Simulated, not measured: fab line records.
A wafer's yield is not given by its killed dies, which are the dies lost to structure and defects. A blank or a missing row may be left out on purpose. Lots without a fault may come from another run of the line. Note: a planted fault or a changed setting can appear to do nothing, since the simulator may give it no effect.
A struck lot beside a sound one / flow sky130 / 18 steps out of a route of 708
Sound: the wafers L918.2, L918.3, L918.4. Wafers L927.1, L927.2, L927.6 were the ones struck. The cause is given at the end.
At each step with rows: each side's tool, then ch and its chambers, then its first start. Under that, the readings that differ: sound wafers / struck wafers / difference of the means / sigmas: that difference in standard deviations of wafers without a fault.
alike: readings whose means differ by less than 2 such deviations, and words and numbers that are the same on both sides. not compared: withheld readings, readings that some wafer has no value for, bounds like >300 that may hide the same value, and numbers for which the record gives no deviation and whose values overlap.
The two part at a step that has a row with sigmas, a row that says differs or no value, or rows on one side only. Non-overlapping numbers with no deviation appear without sigmas and do not part them. Lack of a reading on every wafer of one side parts them only where that side has two or more wafers.

first, 3 steps without rows for these wafers: SKY_SONOS_ONO_WET_ETCH_18 (etches Si3N4 in H3PO4, target depth 15 nm, time 172 s); SKY_GATE_OXIDE_CLEAN_00 (cleans in SC1/SC2, time 150 s); SKY_GATE_OXIDE_OXIDATION_01 (stabilise 600 s, purge 300 s, target thk 10.268 nm).
SKY_GATE_OXIDE_THK_MEAS_02:
  sound: film metro-04 at day 15 21:19; struck: film metro-04 at day 18 23:44
  alike: GATE_OXIDE_OXIDATION_00_THK
then, 7 steps without rows for these wafers: SKY_GATE_OXIDE_DEHYDRATE_03 (time 60 s); SKY_GATE_OXIDE_HMDS_04 (prime time 60 s); SKY_GATE_OXIDE_COAT_05 (resist thk 1140 nm); SKY_GATE_OXIDE_SOFTBAKE_06 (time 60 s); SKY_GATE_OXIDE_EXPOSE_07 (exposes mask LVOM, target cd 600 nm); SKY_GATE_OXIDE_PEB_08; SKY_GATE_OXIDE_DEVELOP_09 (develop time 60 s).
SKY_GATE_OXIDE_OVL_MEAS_10:
  sound: overlay-01 at day 17 01:29; struck: overlay-01 at day 20 05:56
  alike: GATE_OXIDE_OVL
SKY_GATE_OXIDE_IMPLANT_11:
  sound on implanter-04 ch 0, day 17 01:32; struck on implanter-02 ch 0, day 20 06:17
then, 1 step without rows for these wafers: SKY_GATE_OXIDE_WET_ETCH_12 (etches SiO2 in dHF, target depth 16.8 nm, time 336 s).
SKY_GATE_OXIDE_STRIP_13: strips in O2/N2.
  sound on plasma asher-03 ch 0,1, day 17 01:46; struck on plasma asher-02 ch 0,1, day 20 06:33
  alike: drypump motor current A, oes product au, strip time to endpoint s
  not compared: rf hours counter h
SKY_GATE_OXIDE_TW_MEAS_14:
  sound: film metro-02 at day 17 01:52; struck: film metro-02 at day 20 06:39
reading=GATE_OXIDE_TW; sound=220.1 220.0 220.0; struck=268.3 268.9 268.2; difference=+48.4; sigmas=+21
then, 1 step without rows for these wafers: SKY_GATE_OXIDE_CLEAN_15 (cleans in SC1/SC2, time 150 s).
-- a jump in the record: the struck wafers' starts before and after are 30 days apart (it breaks off in module GATE_OXIDE and resumes in module PAD_OPEN, where the first step shown is number 708 of the route) --
SKY_PAD_OPEN_PROBE_99:
  sound: prober-02 at day 48 04:08; struck: prober-02 at day 49 23:37
  alike: killed_at_M0_to_M3, killed_at_M4_up, killed at contacts, killed at front end, killed at other, killed dies, killed open, killed short

## WHERE THEY PART
Within this record, at SKY_GATE_OXIDE_TW_MEAS_14 only. Later steps at which nothing parts them and some readings are alike: SKY_PAD_OPEN_PROBE_99.

WHY: the cause the simulator had injected
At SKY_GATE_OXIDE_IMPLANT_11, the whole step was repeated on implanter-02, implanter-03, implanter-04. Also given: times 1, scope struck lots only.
